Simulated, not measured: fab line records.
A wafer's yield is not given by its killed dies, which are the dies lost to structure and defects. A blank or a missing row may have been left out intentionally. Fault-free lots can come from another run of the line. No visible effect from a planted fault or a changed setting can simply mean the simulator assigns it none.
fab line records | flow sky130
record: lots: 6 | wafers: 18 | lastDay: 50
route steps=708 shown VIA3@582 METAL4@598 PAD_OPEN@708
lots that met no fault: taken from a fault-free run of the same line
startH: hours from the record's first day to the start of the lot's first wafer shown | waitH: hours from the lot's prior step to this one | " unchanged from the row above | L1.1+2: one row covering several wafers at once | - either no value or no given start | * or withheld: withheld | < > ~ a bound
route shown NAME@n: NAME is a module with steps in the file, n the number in the route of the first one | usual: mean/standard deviation taken from wafers without a fault | same: alike in all rows | chamber/n: place in a boat | sites: readings site by site | _std_site: how widely they spread, as a standard deviation | _edge_site: inner sites' mean taken away from outer sites' mean | radiusMm: how far each site lies from the wafer's centre | mask NAME#n: copy n | behind: tool/chamber where the wafer was last shaped | hold: the reason the lot was held/the length of the hold in hours/how it ended | device: the n, p or np transistor that did not switch | end of line: at the end of the route, the tests of the same wafers | where a step has no rows: the recipe by itself | killed: at the first sort, the dies lost to defects and structure; wafer yield is something else | map: per-die view of a wafer (x killed, . not killed, _ where there is no die)
set.NAME: the run value of the setting; set.NAME@STEP: its run value at that earlier step | model.NAME: the simulator's own value behind a step, which no gauge read
certain route steps with their lots: each step a table, each wafer a row
services: the hour from which a tool's chamber was out of use, counted from the record's first day as startH (under 0 if before that day), plus the number of hours and why
== steps ==
step: SKY_VIA3_EXPOSE_09
recipe: maskId: VIM3 | na: 0.8 | sourceShape: annular | sigmaInner: 0.55 | sigmaOuter: 0.85 | targetCdNm: 200 | doseMj: 38
step: SKY_VIA3_PEB_10
recipe: pebTempC: withheld | pebTimeS: withheld | resist: KrF-thick
step: SKY_VIA3_DEVELOP_11
recipe: developTimeS: 60 | resist: KrF-thick | devTempC: 21
step: SKY_VIA3_CD_MEAS_12
recipe: targetCdNm: 200
usual: cdNm: 200.1/1.5
lot.wafer | tool     | chamber | startH  | waitH | cdNm
L649.1    | cdSem-01 | -       | 971.51  | -     | 199.2
L649.2    | "        | -       | "       | "     | 197.0
L649.6    | "        | -       | "       | "     | 198.0
L653.3    | cdSem-02 | -       | 996.46  | -     | 201.3
L653.4    | "        | -       | "       | "     | 202.3
L653.5    | "        | -       | "       | "     | 202.8
L655.2    | cdSem-01 | -       | 1017.58 | -     | 198.1
L655.3    | "        | -       | "       | "     | 199.9
L655.6    | "        | -       | "       | "     | 199.4
L657.2    | cdSem-01 | -       | 1023.14 | -     | 199.1
L657.4    | "        | -       | "       | "     | 200.3
L657.6    | "        | -       | "       | "     | 200.0
L661.1    | cdSem-02 | -       | 1059.07 | -     | 198.7
L661.5    | "        | -       | "       | "     | 199.1
L661.6    | "        | -       | "       | "     | 200.1
L665.1    | cdSem-01 | -       | 1079.48 | -     | 200.2
L665.4    | "        | -       | "       | "     | 199.5
L665.6    | "        | -       | "       | "     | 198.2
step: SKY_VIA3_OVL_MEAS_13
usual: VIA3_OVL: 1/6.7
lot.wafer | tool       | chamber | startH  | waitH | VIA3_OVL[nm]
L649.1    | overlay-02 | -       | 971.63  | 0.1   | -11
L649.2    | "          | -       | "       | "     | -4
L649.6    | "          | -       | "       | "     | -1
L653.3    | overlay-02 | -       | 996.55  | 0.1   | -4
L653.4    | "          | -       | "       | "     | -4
L653.5    | "          | -       | "       | "     | 3
L655.2    | overlay-02 | -       | 1017.69 | 0.1   | 0
L655.3    | "          | -       | "       | "     | 1
L655.6    | "          | -       | "       | "     | -5
L657.2    | overlay-01 | -       | 1023.25 | 0.1   | -3
L657.4    | "          | -       | "       | "     | 5
L657.6    | "          | -       | "       | "     | 5
L661.1    | overlay-01 | -       | 1059.19 | 0.1   | -5
L661.5    | "          | -       | "       | "     | -5
L661.6    | "          | -       | "       | "     | -13
L665.1    | overlay-02 | -       | 1079.60 | 0.1   | -6
L665.4    | "          | -       | "       | "     | 5
L665.6    | "          | -       | "       | "     | 8
step: SKY_VIA3_ETCH_14
recipe: chemistry: N2/H2 | target: BARC | ionEnergyEv: 200 | sourceW: 500 | biasW: 100 | pressureMtorr: 30 | n2FlowSccm: 100 | h2FlowSccm: 200 | stopOn: SiO2 | timeS: 45.9 | targetDepthA: 600
usual: drypumpMotorCurrentA: 5.66/0.27 | oesProductAu: 0.854/0.005 | throttleValvePct: 13.225/0.009
lot.wafer | tool       | chamber | startH  | waitH | drypumpMotorCurrentA | oesProductAu | rfHoursCounterH | throttleValvePct
L649.1    | rieDiel-01 | 3       | 971.67  | 0.0   | 5.33                 | 0.864        | 21              | 13.224
L649.2    | "          | 1       | "       | "     | 5.87                 | 0.855        | 12              | 13.224
L649.6    | "          | 0       | "       | "     | 5.56                 | 0.860        | -               | 13.213
L653.3    | rieDiel-04 | 1       | 996.58  | 0.0   | 5.20                 | 0.848        | 27              | 13.225
L653.4    | "          | 3       | "       | "     | 5.89                 | 0.852        | -               | 13.214
L653.5    | "          | 0       | "       | "     | 5.55                 | 0.849        | -               | 13.222
L655.2    | rieDiel-01 | 2       | 1017.72 | 0.0   | 5.84                 | 0.854        | 4               | 13.233
L655.3    | "          | 3       | "       | "     | 5.35                 | 0.848        | 23              | 13.236
L655.6    | "          | 1       | "       | "     | 5.86                 | 0.860        | -               | 13.218
L657.2    | rieDiel-01 | 3       | 1023.28 | 0.0   | 5.36                 | 0.857        | 23              | 13.219
L657.4    | "          | 2       | "       | "     | 5.85                 | 0.858        | 4               | 13.237
L657.6    | "          | 2       | "       | "     | 5.84                 | 0.862        | -               | 13.231
L661.1    | rieDiel-01 | 0       | 1059.23 | 0.0   | 5.57                 | 0.848        | 21              | 13.228
L661.5    | "          | 3       | "       | "     | 5.31                 | 0.856        | -               | 13.236
L661.6    | "          | 0       | "       | "     | 5.58                 | 0.857        | -               | 13.238
L665.1    | rieDiel-04 | 2       | 1079.64 | 0.0   | 6.38                 | 0.851        | 32              | 13.219
L665.4    | "          | 3       | "       | "     | 5.92                 | 0.849        | 29              | 13.225
L665.6    | "          | 1       | "       | "     | 5.24                 | 0.857        | -               | 13.230
step: SKY_VIA3_ETCH_15
recipe: target: SiO2 | chemistry: C4F8/O2/Ar | targetDepthNm: 507 | stopOn: TiN | maskMaterial: KrF-thick | sourceW: 1500 | biasW: 1200 | pressureMtorr: 40 | c4f8FlowSccm: withheld | O2_flow_sccm: 6 | Ar_flow_sccm: 300 | timeS: 78
usual: oesProductAu: 0.946/0.0043
lot.wafer | tool       | chamber | startH  | waitH | oesProductAu | rfHoursCounterH
L649.1    | rieDiel-01 | 3       | 971.71  | 0.0   | 0.955        | 21
L649.2    | "          | 1       | "       | "     | 0.945        | 12
L649.6    | "          | 0       | "       | "     | 0.951        | -
L653.3    | rieDiel-04 | 1       | 996.62  | 0.0   | 0.951        | 27
L653.4    | "          | 3       | "       | "     | 0.939        | -
L653.5    | "          | 0       | "       | "     | 0.944        | -
L655.2    | rieDiel-01 | 2       | 1017.76 | 0.0   | 0.953        | 4
L655.3    | "          | 3       | "       | "     | 0.943        | 23
L655.6    | "          | 1       | "       | "     | 0.942        | -
L657.2    | rieDiel-01 | 3       | 1023.32 | 0.0   | 0.944        | 23
L657.4    | "          | 2       | "       | "     | 0.941        | 4
L657.6    | "          | 2       | "       | "     | 0.944        | -
L661.1    | rieDiel-01 | 0       | 1059.27 | 0.0   | 0.949        | 21
L661.5    | "          | 3       | "       | "     | 0.943        | -
L661.6    | "          | 0       | "       | "     | 0.952        | -
L665.1    | rieDiel-04 | 2       | 1079.68 | 0.0   | 0.943        | 32
L665.4    | "          | 3       | "       | "     | 0.946        | 29
L665.6    | "          | 1       | "       | "     | 0.947        | -
step: SKY_VIA3_STRIP_16
recipe: chemistry: O2/N2 | powerW: 1400 | pressureMtorr: 1500 | platenTempC: withheld | o2FlowSccm: 3000 | n2FlowSccm: 300 | overashFraction: 0.5
usual: drypumpMotorCurrentA: 5.5/0.49 | oesProductAu: 0.401/0.0045 | stripTimeToEndpointS: 4.127/0.023
lot.wafer | tool           | chamber | startH  | waitH | drypumpMotorCurrentA | oesProductAu | rfHoursCounterH | stripTimeToEndpointS
L649.1    | plasmaAsher-02 | 1       | 971.77  | 0.0   | 5.2                  | 0.398        | 84              | 4.099
L649.2    | "              | 0       | "       | "     | 6.3                  | 0.396        | 84              | 4.143
L649.6    | "              | 0       | "       | "     | 6.3                  | 0.397        | -               | 4.131
L653.3    | plasmaAsher-02 | 1       | 996.71  | 0.1   | 5.2                  | 0.397        | -               | 4.099
L653.4    | "              | 0       | "       | "     | 6.3                  | 0.405        | -               | 4.132
L653.5    | "              | 0       | "       | "     | 6.3                  | 0.409        | -               | 4.163
L655.2    | plasmaAsher-02 | 0       | 1017.82 | 0.0   | 6.3                  | 0.405        | 89              | 4.124
L655.3    | "              | 0       | "       | "     | 6.3                  | 0.403        | -               | 4.101
L655.6    | "              | 0       | "       | "     | 6.3                  | 0.400        | -               | 4.150
L657.2    | plasmaAsher-03 | 0       | 1023.38 | 0.0   | 5.0                  | 0.396        | 120             | 4.140
L657.4    | "              | 0       | "       | "     | 5.0                  | 0.403        | -               | 4.149
L657.6    | "              | 1       | "       | "     | 5.1                  | 0.399        | -               | 4.131
L661.1    | plasmaAsher-04 | 1       | 1059.33 | 0.0   | 5.5                  | 0.404        | 29              | 4.109
L661.5    | "              | 0       | "       | "     | 6.0                  | 0.398        | -               | 4.153
L661.6    | "              | 1       | "       | "     | 5.5                  | 0.406        | -               | 4.122
L665.1    | plasmaAsher-04 | 1       | 1079.74 | 0.0   | 5.5                  | 0.401        | 32              | 4.121
L665.4    | "              | 0       | "       | "     | 6.0                  | 0.398        | -               | 4.146
L665.6    | "              | 0       | "       | "     | 6.0                  | 0.400        | -               | 4.156
step: SKY_VIA3_STRIP_17
recipe: chemistry: postEtchResidueRemover | timeS: 1200 | tempC: 72.5
step: SKY_VIA3_CLEAN_18
recipe: chemistry: IPA | timeS: 180 | tempC: 25
step: SKY_VIA3_CLEAN_19
recipe: chemistry: O3/DIW | dry: n2Spin
step: SKY_VIA3_SPUTTER_20
recipe: material: TiN | targetThkNm: 20 | chamberPressurePa: 5 | powerW: 4000 | timeS: 80
usual: throttleValvePct: 29.9/1.1
lot.wafer | tool          | chamber | startH  | waitH | throttleValvePct
L649.1    | pvdSputter-02 | -       | 972.37  | 0.0   | 30.8
L649.2    | "             | -       | "       | "     | 30.5
L649.6    | "             | -       | "       | "     | 28.3
L653.3    | pvdSputter-03 | -       | 997.33  | 0.0   | 30.7
L653.4    | "             | -       | "       | "     | 30.1
L653.5    | "             | -       | "       | "     | 28.9
L655.2    | pvdSputter-04 | -       | 1018.42 | 0.0   | 30.9
L655.3    | "             | -       | "       | "     | 32.4
L655.6    | "             | -       | "       | "     | 32.2
L657.2    | pvdSputter-04 | -       | 1023.97 | 0.0   | 32.5
L657.4    | "             | -       | "       | "     | 29.5
L657.6    | "             | -       | "       | "     | 28.6
L661.1    | pvdSputter-04 | -       | 1060.35 | 0.0   | 29.4
L661.5    | "             | -       | "       | "     | 30.4
L661.6    | "             | -       | "       | "     | 29.4
L665.1    | pvdSputter-03 | -       | 1080.36 | 0.0   | 29.1
L665.4    | "             | -       | "       | "     | 29.7
L665.6    | "             | -       | "       | "     | 30.9
step: SKY_VIA3_CVD_21
recipe: material: W | targetThkNm: 390 | timeS: 117.31 | tempC: 400 | pressureTorr: 40
usual: heaterPowerW: 829/24
lot.wafer | tool    | chamber | startH  | waitH | heaterPowerW | model.W_of_VIA3_CVD_21.thkNm
L649.1    | cvdW-02 | 1       | 972.43  | 0.0   | 805          | 391.6
L649.2    | "       | 0       | "       | "     | 808          | 383.3
L649.6    | "       | 0       | "       | "     | 806          | 384.1
L653.3    | cvdW-02 | 0       | 997.43  | 0.1   | 817          | 391.1
L653.4    | "       | 1       | "       | "     | 835          | 391.1
L653.5    | "       | 0       | "       | "     | 802          | 392.5
L655.2    | cvdW-02 | 0       | 1018.48 | 0.0   | 795          | 254.9
L655.3    | "       | 1       | "       | "     | 815          | 384.2
L655.6    | "       | 1       | "       | "     | 824          | 260.2
L657.2    | cvdW-02 | 0       | 1024.03 | 0.0   | 799          | 255
L657.4    | "       | 1       | "       | "     | 829          | 393
L657.6    | "       | 1       | "       | "     | 826          | 255.6
L661.1    | cvdW-01 | 1       | 1060.41 | 0.0   | 859          | 392
L661.5    | "       | 0       | "       | "     | 844          | 398.7
L661.6    | "       | 1       | "       | "     | 845          | 388.2
L665.1    | cvdW-01 | 0       | 1080.42 | 0.0   | 843          | 393.4
L665.4    | "       | 0       | "       | "     | 857          | 393
L665.6    | "       | 1       | "       | "     | 856          | 383.6
step: SKY_VIA3_RS_MEAS_22
recipe: thkMeasGauge: four-point-probe | reads: W_of_VIA3_CVD_21+TiN_of_VIA3_SPUTTER_20
usual: VIA3_W_RS: 0.293/0.0042
lot.wafer | tool         | chamber | startH  | waitH | VIA3_W_RS[ohm/sq]
L649.1    | filmMetro-02 | -       | 972.55  | 0.1   | 0.292
L649.2    | "            | -       | "       | "     | 0.300
L649.6    | "            | -       | "       | "     | 0.298
L653.3    | filmMetro-04 | -       | 997.55  | 0.1   | 0.293
L653.4    | "            | -       | "       | "     | 0.293
L653.5    | "            | -       | "       | "     | 0.293
L655.2    | filmMetro-02 | -       | 1018.62 | 0.1   | 0.453
L655.3    | "            | -       | "       | "     | 0.299
L655.6    | "            | -       | "       | "     | 0.443
L657.2    | filmMetro-01 | -       | 1024.17 | 0.1   | 0.451
L657.4    | "            | -       | "       | "     | 0.291
L657.6    | "            | -       | "       | "     | 0.450
L661.1    | filmMetro-04 | -       | 1060.54 | 0.1   | 0.292
L661.5    | "            | -       | "       | "     | 0.288
L661.6    | "            | -       | "       | "     | 0.295
L665.1    | filmMetro-02 | -       | 1080.55 | 0.1   | 0.292
L665.4    | "            | -       | "       | "     | 0.292
L665.6    | "            | -       | "       | "     | 0.299
step: SKY_VIA3_THK_MEAS_23
recipe: thkMeasGauge: xrf | reads: W_of_VIA3_CVD_21
usual: VIA3_W_THK: 395/7
lot.wafer | tool         | chamber | startH  | waitH | VIA3_W_THK[nm]
L649.1    | filmMetro-02 | -       | 972.67  | 0.1   | 393
L649.2    | "            | -       | "       | "     | 382
L649.6    | "            | -       | "       | "     | 384
L653.3    | filmMetro-04 | -       | 997.65  | 0.1   | 395
L653.4    | "            | -       | "       | "     | 397
L653.5    | "            | -       | "       | "     | 397
L655.2    | filmMetro-02 | -       | 1018.73 | 0.1   | 254
L655.3    | "            | -       | "       | "     | 385
L655.6    | "            | -       | "       | "     | 260
L657.2    | filmMetro-01 | -       | 1024.28 | 0.1   | 256
L657.4    | "            | -       | "       | "     | 396
L657.6    | "            | -       | "       | "     | 257
L661.1    | filmMetro-04 | -       | 1060.66 | 0.1   | 395
L661.5    | "            | -       | "       | "     | 403
L661.6    | "            | -       | "       | "     | 392
L665.1    | filmMetro-02 | -       | 1080.67 | 0.1   | 395
L665.4    | "            | -       | "       | "     | 396
L665.6    | "            | -       | "       | "     | 386
step: SKY_VIA3_CMP_24
recipe: stopOn: SiO2 | tOverpolishS: 20 | downForcePsi: 3.5 | platenRpm: 60 | targetThkNm: 0 | padVelocityMS: 0.94248
usual: motorCurrentA: 10.2/0.85 | timeToEndpointS: 95/3.8
lot.wafer | tool   | chamber | startH  | waitH | motorCurrentA | timeToEndpointS
L649.1    | cmp-01 | 0       | 972.73  | 0.1   | 9.6           | 101
L649.2    | "      | 2       | "       | "     | 10.3          | 91
L649.6    | "      | 1       | "       | "     | 11.4          | 91
L653.4    | cmp-01 | 1       | 997.79  | 0.1   | 11.6          | 93
L653.3    | "      | 2       | "       | "     | 10.2          | 94
L653.5    | "      | 3       | "       | "     | 9.4           | 92
L655.2    | cmp-01 | 2       | 1018.78 | 0.0   | 10.6          | 65
L655.3    | "      | 3       | "       | "     | 9.9           | 95
L655.6    | "      | 3       | "       | "     | 9.6           | 64
L657.2    | cmp-01 | 1       | 1024.33 | 0.0   | 11.4          | 61
L657.4    | "      | 3       | "       | "     | 10.1          | 91
L657.6    | "      | 2       | "       | "     | 10.1          | 58
L661.1    | cmp-02 | 3       | 1060.82 | 0.1   | 10.2          | 95
L661.6    | "      | 1       | "       | "     | 11.1          | 97
L661.5    | "      | 2       | "       | "     | 8.4           | 103
L665.1    | cmp-02 | 0       | 1080.78 | 0.1   | 9.6           | 93
L665.4    | "      | 1       | "       | "     | 10.9          | 99
L665.6    | "      | 3       | "       | "     | 10.4          | 88
step: SKY_METAL4_SPUTTER_00
recipe: material: Ti | targetThkNm: 15 | powerW: 3000 | timeS: 10 | chamberPressurePa: 0.4
usual: throttleValvePct: 30.1/0.8
lot.wafer | tool          | chamber | startH  | waitH | throttleValvePct
L649.1    | pvdSputter-01 | -       | 973.03  | 0.2   | 31.2
L649.2    | "             | -       | "       | "     | 30.1
L649.6    | "             | -       | "       | "     | 30.2
L653.3    | pvdSputter-02 | -       | 997.99  | 0.1   | 30.4
L653.4    | "             | -       | "       | "     | 30.6
L653.5    | "             | -       | "       | "     | 28.3
L655.2    | pvdSputter-03 | -       | 1019.08 | 0.2   | 29.2
L655.3    | "             | -       | "       | "     | 29.0
L655.6    | "             | -       | "       | "     | 30.1
L657.2    | pvdSputter-02 | -       | 1024.63 | 0.2   | 29.7
L657.4    | "             | -       | "       | "     | 28.3
L657.6    | "             | -       | "       | "     | 28.5
L661.1    | pvdSputter-02 | -       | 1061.02 | 0.1   | 29.7
L661.5    | "             | -       | "       | "     | 30.5
L661.6    | "             | -       | "       | "     | 28.3
L665.1    | pvdSputter-01 | -       | 1081.03 | 0.2   | 30.1
L665.4    | "             | -       | "       | "     | 30.0
L665.6    | "             | -       | "       | "     | 30.4
step: SKY_PAD_OPEN_PROBE_99
usual: defectLimitedYield: 82.4/1.9 | killed_at_M0_to_M3: 44/7.5 | killed_at_M4_up: 3.2/1.9 | killedAtContacts: 23/4.7 | killedAtFrontEnd: 15/4.7 | killedAtOther: 0.4/0.66 | killedDies: 87/9.3 | killedOpen: 47/7.2 | killedShort: 39/6.5 | sort_bin_3_pad_short: 0.8/0.39 | sort_bin_5_function: 10.5/1.4 | sort_bin_6_memory: 6.3/1.2 | sortNPass: 405/9.3 | sortYieldPct: 82.4/1.9
same: grossDies: 492 | killedAtBackSide: 0 | sort_bin_4_leakage[%]: 0 | sort_bin_8_speed[%]: 0
lot.wafer | tool      | chamber | startH  | waitH | defectLimitedYield[%] | killed_at_M0_to_M3 | killed_at_M4_up | killedAtContacts | killedAtFrontEnd | killedAtOther | killedDies | killedOpen | killedShort | sort_bin_3_pad_short[%] | sort_bin_5_function[%] | sort_bin_6_memory[%] | sortNPass | sortYieldPct[%]
L653.3    | prober-02 | -       | 1134.10 | 0.2   | 82.1                  | 47                 | 2               | 23               | 16               | 0             | 88         | 54         | 33          | 1.0                     | 10.8                   | 6.1                  | 404       | 82.1
L653.4    | prober-02 | -       | 1134.15 | 0.2   | 81.3                  | 49                 | 4               | 22               | 17               | 0             | 92         | 57         | 35          | 0.6                     | 12.8                   | 5.3                  | 400       | 81.3
L653.5    | prober-02 | -       | 1134.20 | 0.2   | 82.3                  | 53                 | 1               | 18               | 15               | 0             | 87         | 60         | 26          | 1.0                     | 10.8                   | 5.9                  | 405       | 82.3
killed by level:class
L653.3 VIA1:geometricParticle:open=12 CONTACT:geometricParticle:open=9 VIA2:geometricParticle:open=9 VIA3:geometricParticle:open=8 FIELD_ISO:geometricParticle:open=7 LI_CONTACT:geometricParticle:short=5 CONTACT:geometricParticle:short=4 VIA3:geometricParticle:short=4
L653.4 VIA3:geometricParticle:open=13 VIA2:geometricParticle:open=9 CONTACT:geometricParticle:open=8 VIA1:geometricParticle:open=8 POLY_GATE:geometricParticle:short=5 LI_CONTACT:geometricParticle:open=5 METAL1:geometricParticle:short=5 VIA3:geometricParticle:short=5
L653.5 VIA1:geometricParticle:open=17 VIA2:geometricParticle:open=9 CONTACT:geometricParticle:open=9 METAL1:geometricParticle:short=5 VIA3:geometricParticle:open=5 VIA1:geometricParticle:short=4 METAL1:geometricParticle:open=4 FIELD_ISO:geometricParticle:open=3
== services ==
tool          | chamber | startH  | hours | kind
cmp-02        | -       | 955.57  | 12.2  | pm
pvdSputter-02 | -       | 966.09  | 4.3   | repair
pvdSputter-04 | -       | 967.10  | 2.8   | repair
rieDiel-04    | 0       | 969.95  | 19.9  | repair
cmp-01        | -       | 987.58  | 1.1   | repair
rieDiel-04    | 2       | 994.33  | 8.7   | repair
rieDiel-04    | -       | 994.80  | 0.5   | repair
pvdSputter-02 | -       | 998.37  | 2.7   | repair
pvdSputter-02 | -       | 999.21  | 5.1   | repair
rieDiel-04    | 1       | 999.26  | 6.3   | repair
pvdSputter-02 | -       | 1000.78 | 9.7   | repair
pvdSputter-01 | -       | 1003.60 | 7.8   | repair
rieDiel-01    | 0       | 1008.08 | 9.8   | repair
pvdSputter-01 | -       | 1009.42 | 1.0   | repair
rieDiel-01    | 1       | 1009.95 | 2.3   | repair
cmp-01        | -       | 1019.55 | 2.6   | repair
rieDiel-04    | -       | 1035.67 | 1.4   | repair
rieDiel-01    | 2       | 1038.91 | 6.5   | repair
rieDiel-04    | 1       | 1043.11 | 5.9   | repair
cmp-02        | -       | 1051.79 | 0.3   | repair
cvdW-01       | 1       | 1068.63 | 4.9   | repair
cmp-02        | -       | 1070.05 | 4.0   | pm
cvdW-01       | -       | 1075.81 | 0.6   | repair
cvdW-02       | 0       | 1080.18 | 20.6  | repair
== key ==
firstSign: step: SKY_VIA3_RS_MEAS_22 | reading: VIA3_W_RS | direction: up | sigmas: 38 | usual: 0.293 | struck: 0.449
effect: step: SKY_VIA3_THK_MEAS_23 | reading: VIA3_W_THK | direction: down | sigmas: 20 | usual: 395 | struck: 257
effect: step: SKY_VIA3_CMP_24 | reading: timeToEndpointS | direction: down | sigmas: 8.7 | usual: * | struck: *
modelEffect: step: SKY_VIA3_CVD_21 | value: W_of_VIA3_CVD_21.thkNm | without: 387.4 | struck: 256.4
metAt SKY_VIA3_CVD_21
struckWafers L655.2,L655.6,L657.2,L657.6
onsetBetween 997.43 1018.48
fault: kind: processParameterDrift | tool: cvdW-02 | chamber: - | onsetH: 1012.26 | steps: SKY_VIA3_CVD_21 | channel: targetThkNm | offset: -131.65 | shape: step | endH: 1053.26 | scope: struckWafersOnly | actsIn: theseRecipesOnly | stated: 390
